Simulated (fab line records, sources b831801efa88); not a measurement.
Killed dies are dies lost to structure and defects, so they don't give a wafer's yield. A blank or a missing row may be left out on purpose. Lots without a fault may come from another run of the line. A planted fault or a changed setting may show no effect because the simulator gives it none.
fab line records | flow sky130 | part 1 of 2: steps 1 to 24 of 34
record lots=5 wafers=15 last_day=50
route steps=708 shown VT_ADJUST_HVTP@91 VT_ADJUST_LVTN@97 VT_ADJUST_NCORE@119
lots that met no fault: from a run of the same line without faults
start_h: hours from the record's first day to the start of the lot's first wafer shown | wait_h: hours since the lot's step before | " the same as in the row above | L1.1+2: a row that stands for several wafers | - no value, or no start given | * or withheld: withheld | < > ~ a bound
route shown NAME@n: a module of which the file shows steps, and the number in the route of the first | usual: mean/standard deviation of fault-free wafers | same: alike in all rows | chamber/n: place in a boat | sites: the reading at each site | _std_site: their standard deviation | _edge_site: outer sites' mean less inner sites' | radius_mm: how far each site lies from the wafer's centre | mask NAME#n: copy n | behind: the tool/chamber that last shaped the wafer | hold: why the lot was held/for how many hours/how that ended | device: the transistor (n, p or np) that didn't switch | end of line: the same wafers' tests at the end of the route | a step without rows: its recipe alone | killed: dies lost to structure and defects at the first sort, not the wafer's yield | map: a wafer's dies, x killed, . not, _ none there
set.NAME: the setting as run; set.NAME@STEP: as run at that earlier step | model.NAME: the simulator's own value behind a step, which no gauge read
lots at some steps of the route; a table a step, a row a wafer
services: from which hour (start_h, from the record's first day; less than 0 if before it) a tool's chamber was out of use, for how many hours, and why
## steps
# step SKY_VT_ADJUST_HVTP_DEVELOP_06
# recipe resist=NOVOLAK developer=TMAH develop_time_s=60 dev_temp_c=23
# usual resist_line_temp_C=22.98/0.095
# columns lot.wafer tool chamber start_h wait_h resist_line_temp_C
L078.3 litho_track-04 0 147.84 0.1 23.09
L078.4 " 0 " " 23.25
L078.6 " 0 " " 23.07
L079.1 litho_track-01 0 150.91 0.1 23.10
L079.4 " 0 " " 22.83
L079.6 " 0 " " 22.85
L095.3 litho_track-04 0 259.39 0.1 22.92
L095.5 " 0 " " 22.96
L095.6 " 0 " " 22.97
L096.2 litho_track-01 0 260.73 0.1 23.01
L096.5 " 0 " " 22.95
L096.6 " 0 " " 23.06
L097.1 litho_track-02 0 267.63 0.1 22.75
L097.3 " 0 " " 22.93
L097.4 " 0 " " 22.79
# step SKY_VT_ADJUST_HVTP_CD_MEAS_07
# recipe target_cd_nm=380
# usual cd_nm=379.0/1.8
# columns lot.wafer tool chamber start_h wait_h cd_nm
L078.3 cd_sem-01 - 147.98 0.1 379.7
L078.4 " - " " 379.8
L078.6 " - " " 379.0
L079.1 cd_sem-02 - 151.06 0.1 377.7
L079.4 " - " " 378.6
L079.6 " - " " 377.0
L095.3 cd_sem-02 - 259.53 0.1 377.5
L095.5 " - " " 375.6
L095.6 " - " " 377.5
L096.2 cd_sem-02 - 260.87 0.1 380.5
L096.5 " - " " 377.7
L096.6 " - " " 379.7
L097.1 cd_sem-01 - 267.78 0.1 374.6
L097.3 " - " " 377.5
L097.4 " - " " 377.4
# step SKY_VT_ADJUST_HVTP_OVL_MEAS_08
# usual VT_ADJUST_HVTP_OVL=0.6/1.3
# columns lot.wafer tool chamber start_h wait_h VT_ADJUST_HVTP_OVL[nm]
L078.3 overlay-02 - 148.07 0.1 0.8
L078.4 " - " " -1.3
L078.6 " - " " 1.7
L079.1 overlay-02 - 151.18 0.1 -0.2
L079.4 " - " " 0.2
L079.6 " - " " 1.5
L095.3 overlay-01 - 259.62 0.1 -0.1
L095.5 " - " " -0.6
L095.6 " - " " -0.4
L096.2 overlay-02 - 260.98 0.1 1.9
L096.5 " - " " -0.8
L096.6 " - " " 1.1
L097.1 overlay-01 - 267.90 0.1 2.6
L097.3 " - " " 1.7
L097.4 " - " " 1.5
# step SKY_VT_ADJUST_HVTP_IMPLANT_09
# recipe species=As energy_kev=150 dose_cm2=4.3e+12 tilt_deg=withheld
# columns lot.wafer tool chamber start_h wait_h
L078.3+4+6 implanter-02 0 148.14 0.1
L079.1+4+6 implanter-03 0 151.21 0.0
L095.3+5+6 implanter-03 0 259.71 0.1
L096.2+5+6 implanter-03 0 261.04 0.0
L097.1+3+4 implanter-03 0 267.94 0.0
# step SKY_VT_ADJUST_HVTP_STRIP_10
# recipe chemistry=O2/N2 power_w=1400 pressure_mtorr=1500 platen_temp_c=withheld o2_flow_sccm=3000 n2_flow_sccm=300 overash_fraction=0.5
# usual drypump_motor_current_A=5.7/0.32 oes_product_au=0.715/0.0042 strip_time_to_endpoint_s=14.18/0.035
# columns lot.wafer tool chamber start_h wait_h drypump_motor_current_A oes_product_au rf_hours_counter_h strip_time_to_endpoint_s
L078.3 plasma_asher-04 1 148.28 0.1 5.9 0.718 - 14.21
L078.4 " 0 " " 5.7 0.712 - 14.19
L078.6 " 0 " " 5.7 0.718 - 14.16
L079.1 plasma_asher-02 0 151.36 0.1 5.3 0.714 47 14.13
L079.4 " 0 " " 5.3 0.711 - 14.11
L079.6 " 1 " " 6.1 0.715 - 14.10
L095.3 plasma_asher-04 0 259.84 0.1 5.7 0.719 - 14.21
L095.5 " 1 " " 5.9 0.718 - 14.23
L095.6 " 0 " " 5.7 0.718 - 14.19
L096.2 plasma_asher-04 1 261.16 0.1 5.9 0.714 14 14.14
L096.5 " 1 " " 5.9 0.711 - 14.12
L096.6 " 0 " " 5.7 0.715 - 14.10
L097.1 plasma_asher-04 1 268.09 0.1 5.9 0.718 15 14.20
L097.3 " 0 " " 5.7 0.717 - 14.20
L097.4 " 1 " " 5.9 0.714 - 14.14
# step SKY_VT_ADJUST_HVTP_TW_MEAS_11
# usual VT_ADJUST_HVTP_TW=1353/9.1
# columns lot.wafer tool chamber start_h wait_h VT_ADJUST_HVTP_TW
L078.3 film_metro-03 - 148.36 0.1 1366
L078.4 " - " " 1362
L078.6 " - " " 1372
L079.1 film_metro-02 - 151.46 0.1 1354
L079.4 " - " " 1363
L079.6 " - " " 1360
L095.3 film_metro-03 - 259.93 0.1 1359
L095.5 " - " " 1350
L095.6 " - " " 1361
L096.2 film_metro-04 - 261.27 0.1 1351
L096.5 " - " " 1352
L096.6 " - " " 1345
L097.1 film_metro-02 - 268.19 0.1 1347
L097.3 " - " " 1354
L097.4 " - " " 1347
# step SKY_VT_ADJUST_LVTN_DEHYDRATE_00
# recipe temp_c=200 time_s=60
# usual resist_line_temp_C=22.99/0.1
# same time_s=60
# columns lot.wafer tool chamber start_h wait_h resist_line_temp_C
L078.3 litho_track-02 0 158.43 10.1 22.89
L078.4 " 0 " " 22.91
L078.6 " 0 " " 23.04
L079.1 litho_track-02 0 160.83 9.4 22.93
L079.4 " 0 " " 23.12
L079.6 " 0 " " 22.83
L095.3 litho_track-01 0 272.05 12.1 22.94
L095.5 " 0 " " 23.08
L095.6 " 0 " " 22.90
L096.2 litho_track-03 0 273.30 12.0 23.09
L096.5 " 0 " " 23.09
L096.6 " 0 " " 23.14
L097.1 litho_track-03 0 279.57 11.4 22.90
L097.3 " 0 " " 22.90
L097.4 " 0 " " 23.05
# step SKY_VT_ADJUST_LVTN_HMDS_01
# recipe prime_time_s=60 prime_temp_c=120
# usual resist_line_temp_C=22.97/0.11
# columns lot.wafer tool chamber start_h wait_h resist_line_temp_C
L078.3 litho_track-02 0 158.58 0.1 23.12
L078.4 " 0 " " 23.02
L078.6 " 0 " " 23.02
L079.1 litho_track-02 0 160.98 0.1 23.06
L079.4 " 0 " " 23.02
L079.6 " 0 " " 23.04
L095.3 litho_track-01 0 272.20 0.1 23.15
L095.5 " 0 " " 23.12
L095.6 " 0 " " 23.19
L096.2 litho_track-03 0 273.45 0.1 22.86
L096.5 " 0 " " 22.80
L096.6 " 0 " " 22.88
L097.1 litho_track-03 0 279.72 0.1 22.97
L097.3 " 0 " " 22.98
L097.4 " 0 " " 22.93
# step SKY_VT_ADJUST_LVTN_COAT_02
# recipe spin_rpm=2000 resist_thk_nm=3000
# usual resist_line_temp_C=22.99/0.1
# columns lot.wafer tool chamber start_h wait_h resist_line_temp_C
L078.3 litho_track-02 0 158.73 0.1 22.93
L078.4 " 0 " " 22.91
L078.6 " 0 " " 22.89
L079.1 litho_track-02 0 161.13 0.1 23.10
L079.4 " 0 " " 22.92
L079.6 " 0 " " 22.94
L095.3 litho_track-01 0 272.35 0.1 22.93
L095.5 " 0 " " 23.12
L095.6 " 0 " " 23.01
L096.2 litho_track-03 0 273.60 0.1 22.97
L096.5 " 0 " " 22.89
L096.6 " 0 " " 23.04
L097.1 litho_track-03 0 279.87 0.1 22.87
L097.3 " 0 " " 23.02
L097.4 " 0 " " 23.05
# step SKY_VT_ADJUST_LVTN_SOFTBAKE_03
# recipe temp_c=110 time_s=withheld
# usual resist_line_temp_C=23.00/0.13
# columns lot.wafer tool chamber start_h wait_h resist_line_temp_C
L078.3 litho_track-02 0 158.90 0.1 23.07
L078.4 " 0 " " 23.01
L078.6 " 0 " " 22.95
L079.1 litho_track-02 0 161.28 0.1 22.94
L079.4 " 0 " " 23.01
L079.6 " 0 " " 22.86
L095.3 litho_track-01 0 272.52 0.1 22.99
L095.5 " 0 " " 22.97
L095.6 " 0 " " 22.99
L096.2 litho_track-03 0 273.76 0.1 23.14
L096.5 " 0 " " 23.24
L096.6 " 0 " " 23.14
L097.1 litho_track-03 0 280.02 0.1 23.01
L097.3 " 0 " " 23.23
L097.4 " 0 " " 23.10
# step SKY_VT_ADJUST_LVTN_EXPOSE_04
# recipe mask_id=NWM_COMPLEMENT_LESS_NATIVE na=0.6 source_shape=conventional sigma_outer=0.6 polarization=unpolarized target_cd_nm=840 dose_mj=194
# usual stage_vel_mm_s=500.00/0.23
# columns lot.wafer tool chamber start_h wait_h mask stage_vel_mm_s
L078.3 iline_stepper-02 0 - - NWM_COMPLEMENT_LESS_NATIVE#0 499.96
L078.4 " 0 " " NWM_COMPLEMENT_LESS_NATIVE#0 500.06
L078.6 " 0 " " NWM_COMPLEMENT_LESS_NATIVE#0 500.04
L079.1 iline_stepper-02 0 - - NWM_COMPLEMENT_LESS_NATIVE#0 500.11
L079.4 " 0 " " NWM_COMPLEMENT_LESS_NATIVE#0 500.04
L079.6 " 0 " " NWM_COMPLEMENT_LESS_NATIVE#0 500.27
L095.3 iline_stepper-02 0 - - NWM_COMPLEMENT_LESS_NATIVE#0 500.27
L095.5 " 0 " " NWM_COMPLEMENT_LESS_NATIVE#0 499.88
L095.6 " 0 " " NWM_COMPLEMENT_LESS_NATIVE#0 499.80
L096.2 iline_stepper-02 0 - - NWM_COMPLEMENT_LESS_NATIVE#0 500.15
L096.5 " 0 " " NWM_COMPLEMENT_LESS_NATIVE#0 500.38
L096.6 " 0 " " NWM_COMPLEMENT_LESS_NATIVE#0 500.22
L097.1 iline_stepper-02 0 - - NWM_COMPLEMENT_LESS_NATIVE#0 500.12
L097.3 " 0 " " NWM_COMPLEMENT_LESS_NATIVE#0 499.64
L097.4 " 0 " " NWM_COMPLEMENT_LESS_NATIVE#0 500.00
# step SKY_VT_ADJUST_LVTN_PEB_05
# recipe temp_c=115 time_s=withheld
# usual resist_line_temp_C=23.01/0.1
# columns lot.wafer tool chamber start_h wait_h resist_line_temp_C
L078.3 litho_track-03 0 - - 23.04
L078.4 " 0 " " 22.94
L078.6 " 0 " " 23.06
L079.1 litho_track-01 0 - - 23.11
L079.4 " 0 " " 23.17
L079.6 " 0 " " 23.11
L095.3 litho_track-01 0 - - 22.94
L095.5 " 0 " " 23.04
L095.6 " 0 " " 22.93
L096.2 litho_track-02 0 - - 22.91
L096.5 " 0 " " 22.86
L096.6 " 0 " " 22.85
L097.1 litho_track-03 0 - - 22.98
L097.3 " 0 " " 22.89
L097.4 " 0 " " 23.18
# step SKY_VT_ADJUST_LVTN_DEVELOP_06
# recipe wall_angle_deg=90 developer=TMAH develop_time_s=60 dev_temp_c=23
# usual resist_line_temp_C=22.99/0.11
# columns lot.wafer tool chamber start_h wait_h resist_line_temp_C
L078.3 litho_track-03 0 - - 23.06
L078.4 " 0 " " 22.96
L078.6 " 0 " " 23.12
L079.1 litho_track-01 0 - - 23.06
L079.4 " 0 " " 23.22
L079.6 " 0 " " 23.18
L095.3 litho_track-01 0 - - 22.92
L095.5 " 0 " " 23.13
L095.6 " 0 " " 23.01
L096.2 litho_track-02 0 - - 22.89
L096.5 " 0 " " 22.99
L096.6 " 0 " " 22.94
L097.1 litho_track-03 0 - - 22.89
L097.3 " 0 " " 22.96
L097.4 " 0 " " 22.92
# step SKY_VT_ADJUST_LVTN_OVL_MEAS_07
# usual VT_ADJUST_LVTN_OVL=-1.3/1.6
# columns lot.wafer tool chamber start_h wait_h VT_ADJUST_LVTN_OVL[nm]
L078.3 overlay-01 - 168.89 - -0.1
L078.4 " - " " -0.4
L078.6 " - " " -2.2
L079.1 overlay-02 - 171.51 - -3.6
L079.4 " - " " -1.0
L079.6 " - " " -3.8
L095.3 overlay-01 - 285.42 - -1.5
L095.5 " - " " -0.1
L095.6 " - " " -0.1
L096.2 overlay-01 - 286.29 - 1.3
L096.5 " - " " -1.3
L096.6 " - " " -0.8
L097.1 overlay-02 - 292.37 - -1.6
L097.3 " - " " -2.7
L097.4 " - " " -3.6
# step SKY_VT_ADJUST_LVTN_IMPLANT_08
# recipe species=B energy_kev=30 dose_cm2=1.57e+12 tilt_deg=withheld
# columns lot.wafer tool chamber start_h wait_h
L078.3+4+6 implanter-02 0 168.96 0.1
L079.1+4+6 implanter-04 0 171.54 0.0
L095.3+5+6 implanter-03 0 285.49 0.1
L096.2+5+6 implanter-04 0 286.34 0.0
L097.1+3+4 implanter-04 0 292.42 0.0
# step SKY_VT_ADJUST_LVTN_STRIP_09
# recipe chemistry=O2/N2 power_w=1400 pressure_mtorr=1500 platen_temp_c=withheld o2_flow_sccm=3000 n2_flow_sccm=300 overash_fraction=0.5
# usual drypump_motor_current_A=5.7/0.38 oes_product_au=0.723/0.0047 strip_time_to_endpoint_s=36.95/0.1
# columns lot.wafer tool chamber start_h wait_h drypump_motor_current_A oes_product_au rf_hours_counter_h strip_time_to_endpoint_s
L078.3 plasma_asher-04 0 169.09 0.1 5.7 0.726 - 36.92
L078.4 " 1 " " 5.9 0.717 - 36.92
L078.6 " 0 " " 5.7 0.725 - 36.92
L079.1 plasma_asher-01 0 171.69 0.1 5.1 0.727 36 36.92
L079.4 " 1 " " 5.7 0.721 - 36.92
L079.6 " 0 " " 5.1 0.717 - 36.80
L095.3 plasma_asher-01 1 285.62 0.1 5.7 0.725 - 36.96
L095.5 " 0 " " 5.1 0.727 - 36.94
L095.6 " 1 " " 5.7 0.719 - 36.97
L096.2 plasma_asher-03 0 286.47 0.1 6.5 0.727 57 37.01
L096.5 " 1 " " 5.8 0.726 - 36.93
L096.6 " 0 " " 6.5 0.733 - 37.00
L097.1 plasma_asher-03 0 292.57 0.1 6.5 0.731 58 36.85
L097.3 " 1 " " 5.8 0.719 - 36.86
L097.4 " 0 " " 6.5 0.726 - 36.89
# step SKY_VT_ADJUST_LVTN_TW_MEAS_10
# usual VT_ADJUST_LVTN_TW=241.0/1.7
# columns lot.wafer tool chamber start_h wait_h VT_ADJUST_LVTN_TW
L078.3 film_metro-03 - 169.18 0.1 242.5
L078.4 " - " " 241.9
L078.6 " - " " 242.0
L079.1 film_metro-02 - 171.79 0.1 240.6
L079.4 " - " " 239.9
L079.6 " - " " 239.6
L095.3 film_metro-03 - 285.71 0.1 241.4
L095.5 " - " " 242.2
L095.6 " - " " 243.3
L096.2 film_metro-03 - 286.58 0.1 243.2
L096.5 " - " " 243.4
L096.6 " - " " 241.7
L097.1 film_metro-01 - 292.67 0.1 239.6
L097.3 " - " " 240.0
L097.4 " - " " 238.8
# step SKY_VT_ADJUST_LVTN_DEHYDRATE_11
# recipe temp_c=200 time_s=60
# usual resist_line_temp_C=23.00/0.1
# same time_s=60
# columns lot.wafer tool chamber start_h wait_h resist_line_temp_C
L078.3 litho_track-03 0 178.92 9.7 23.00
L078.4 " 0 " " 22.97
L078.6 " 0 " " 22.96
L079.1 litho_track-01 0 181.76 10.0 23.15
L079.4 " 0 " " 23.12
L079.6 " 0 " " 23.15
L095.3 litho_track-02 0 296.93 11.2 22.99
L095.5 " 0 " " 22.98
L095.6 " 0 " " 22.96
L096.2 litho_track-02 0 298.15 11.6 22.91
L096.5 " 0 " " 22.89
L096.6 " 0 " " 22.88
L097.1 litho_track-01 0 304.45 11.8 22.95
L097.3 " 0 " " 23.06
L097.4 " 0 " " 23.09
# step SKY_VT_ADJUST_LVTN_HMDS_12
# recipe prime_time_s=60 prime_temp_c=120
# usual resist_line_temp_C=23.00/0.095
# columns lot.wafer tool chamber start_h wait_h resist_line_temp_C
L078.3 litho_track-03 0 179.07 0.1 22.97
L078.4 " 0 " " 23.00
L078.6 " 0 " " 22.92
L079.1 litho_track-01 0 181.91 0.1 22.80
L079.4 " 0 " " 22.85
L079.6 " 0 " " 22.88
L095.3 litho_track-02 0 297.08 0.1 23.09
L095.5 " 0 " " 23.14
L095.6 " 0 " " 23.25
L096.2 litho_track-02 0 298.30 0.1 22.91
L096.5 " 0 " " 22.89
L096.6 " 0 " " 22.82
L097.1 litho_track-01 0 304.60 0.1 23.10
L097.3 " 0 " " 22.95
L097.4 " 0 " " 23.03
# step SKY_VT_ADJUST_LVTN_COAT_13
# recipe resist=NOVOLAK spin_rpm=3000 resist_thk_nm=1140
# usual resist_line_temp_C=23.01/0.095
# columns lot.wafer tool chamber start_h wait_h resist_line_temp_C
L078.3 litho_track-03 0 179.22 0.1 23.09
L078.4 " 0 " " 23.03
L078.6 " 0 " " 23.03
L079.1 litho_track-01 0 182.06 0.1 22.81
L079.4 " 0 " " 22.94
L079.6 " 0 " " 23.00
L095.3 litho_track-02 0 297.23 0.1 22.95
L095.5 " 0 " " 23.18
L095.6 " 0 " " 23.05
L096.2 litho_track-02 0 298.45 0.1 23.00
L096.5 " 0 " " 22.96
L096.6 " 0 " " 23.02
L097.1 litho_track-01 0 304.75 0.1 22.88
L097.3 " 0 " " 23.08
L097.4 " 0 " " 23.09
# step SKY_VT_ADJUST_LVTN_SOFTBAKE_14
# recipe temp_c=90 time_s=60 resist=NOVOLAK
# usual resist_line_temp_C=23.02/0.11
# same time_s=60
# columns lot.wafer tool chamber start_h wait_h resist_line_temp_C
L078.3 litho_track-03 0 179.37 0.1 22.93
L078.4 " 0 " " 23.04
L078.6 " 0 " " 23.11
L079.1 litho_track-01 0 182.21 0.1 23.10
L079.4 " 0 " " 23.17
L079.6 " 0 " " 22.98
L095.3 litho_track-02 0 297.38 0.1 23.06
L095.5 " 0 " " 23.23
L095.6 " 0 " " 23.09
L096.2 litho_track-02 0 298.60 0.1 22.94
L096.5 " 0 " " 23.04
L096.6 " 0 " " 23.02
L097.1 litho_track-01 0 304.90 0.1 23.08
L097.3 " 0 " " 23.04
L097.4 " 0 " " 23.02
# step SKY_VT_ADJUST_LVTN_EXPOSE_15
# recipe mask_id=HVN_STD_DERIVED na=0.6 source_shape=conventional sigma_outer=0.6 polarization=unpolarized target_cd_nm=600 dose_mj=163
# usual stage_vel_mm_s=500.00/0.24
# columns lot.wafer tool chamber start_h wait_h mask stage_vel_mm_s
L078.3 iline_stepper-02 0 - - HVN_STD_DERIVED#0 499.75
L078.4 " 0 " " HVN_STD_DERIVED#0 499.99
L078.6 " 0 " " HVN_STD_DERIVED#0 500.01
L079.1 iline_stepper-01 0 - - HVN_STD_DERIVED#0 499.74
L079.4 " 0 " " HVN_STD_DERIVED#0 499.94
L079.6 " 0 " " HVN_STD_DERIVED#0 499.95
L095.3 iline_stepper-01 0 - - HVN_STD_DERIVED#0 499.78
L095.5 " 0 " " HVN_STD_DERIVED#0 499.96
L095.6 " 0 " " HVN_STD_DERIVED#0 499.99
L096.2 iline_stepper-02 0 - - HVN_STD_DERIVED#0 499.89
L096.5 " 0 " " HVN_STD_DERIVED#0 500.06
L096.6 " 0 " " HVN_STD_DERIVED#0 500.13
L097.1 iline_stepper-02 0 - - HVN_STD_DERIVED#0 500.02
L097.3 " 0 " " HVN_STD_DERIVED#0 499.90
L097.4 " 0 " " HVN_STD_DERIVED#0 500.05
# step SKY_VT_ADJUST_LVTN_PEB_16
# recipe temp_c=withheld time_s=* resist=NOVOLAK
# usual resist_line_temp_C=*
# same time_s=*
# columns lot.wafer tool chamber start_h wait_h resist_line_temp_C
L078.3 litho_track-03 0 - - *
L078.4 " 0 " " *
L078.6 " 0 " " *
L079.1 litho_track-01 0 - - *
L079.4 " 0 " " *
L079.6 " 0 " " *
L095.3 litho_track-01 0 - - *
L095.5 " 0 " " *
L095.6 " 0 " " *
L096.2 litho_track-03 0 - - *
L096.5 " 0 " " *
L096.6 " 0 " " *
L097.1 litho_track-01 0 - - *
L097.3 " 0 " " *
L097.4 " 0 " " *
# step SKY_VT_ADJUST_LVTN_DEVELOP_17
# recipe resist=NOVOLAK developer=TMAH develop_time_s=60 dev_temp_c=23
# usual resist_line_temp_C=23.02/0.11
# columns lot.wafer tool chamber start_h wait_h resist_line_temp_C
L078.3 litho_track-03 0 189.62 0.1 22.94
L078.4 " 0 " " 23.12
L078.6 " 0 " " 23.09
L079.1 litho_track-01 0 192.70 0.1 23.07
L079.4 " 0 " " 22.92
L079.6 " 0 " " 23.06
L095.3 litho_track-01 0 310.90 0.1 23.04
L095.5 " 0 " " 23.03
L095.6 " 0 " " 22.99
L096.2 litho_track-03 0 312.50 0.1 23.24
L096.5 " 0 " " 23.11
L096.6 " 0 " " 23.20
L097.1 litho_track-01 0 318.25 0.1 23.12
L097.3 " 0 " " 23.03
L097.4 " 0 " " 23.00
